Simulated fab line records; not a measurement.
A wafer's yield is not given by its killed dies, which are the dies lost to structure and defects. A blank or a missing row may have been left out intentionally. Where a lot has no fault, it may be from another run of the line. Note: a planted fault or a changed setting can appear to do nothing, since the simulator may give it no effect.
Chamber matching / flow sky130 / SKY_FIELD_ISO_CVD_24 on hdpcvd-01: 3 sister chambers
The step deposits SiO2, target thk 595 nm, time 99.2 s. 3 wafers are shown with their chamber, then 7 later ones without.

WAFERS, EACH WITH ITS CHAMBER
wafer=L304.5; chamber=0; sih4-flow-sccm (sccm)=59.78
wafer=L304.6; chamber=1; sih4-flow-sccm (sccm)=60.16
wafer=L310.4; chamber=2; sih4-flow-sccm (sccm)=60.32

WAFERS MISSING THEIR CHAMBER
wafer=L310.6; sih4-flow-sccm (sccm)=59.93
wafer=L315.1; sih4-flow-sccm (sccm)=60.06
wafer=L315.4; sih4-flow-sccm (sccm)=59.83
wafer=L315.6; sih4-flow-sccm (sccm)=60.02
wafer=L316.4; sih4-flow-sccm (sccm)=59.64
wafer=L316.5; sih4-flow-sccm (sccm)=59.81
wafer=L316.6; sih4-flow-sccm (sccm)=60.15

WHICH CHAMBER EACH ONE RAN IN
wafer=L310.6; from the rows above=can't be placed: 0 or 1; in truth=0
wafer=L315.1; from the rows above=can't be placed: 1 or 2 or 0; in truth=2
wafer=L315.4; from the rows above=0; in truth=0
wafer=L315.6; from the rows above=can't be placed: 1 or 0 or 2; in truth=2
wafer=L316.4; from the rows above=0; in truth=0
wafer=L316.5; from the rows above=0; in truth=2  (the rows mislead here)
wafer=L316.6; from the rows above=can't be placed: 1 or 2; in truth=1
2 of 7 placed correctly. Unplaceable from these rows: 4, with the true chamber sitting among the candidates in 4. Placed wrongly: 1.
How it was worked out, from the rows above alone: a wafer's distance from a chamber is the root of the sum, over the readings, of the square of ((its reading less the chamber's mean) divided by the reading's scatter). If the next closest chamber is less than 2 further off than the closest, the wafer can't be placed; otherwise it belongs to the closest. Each chamber's mean is taken over the wafers shown for it. The scatter: root of mean squared gap, hidden wafer to nearest shown wafer, with one shown wafer a chamber.
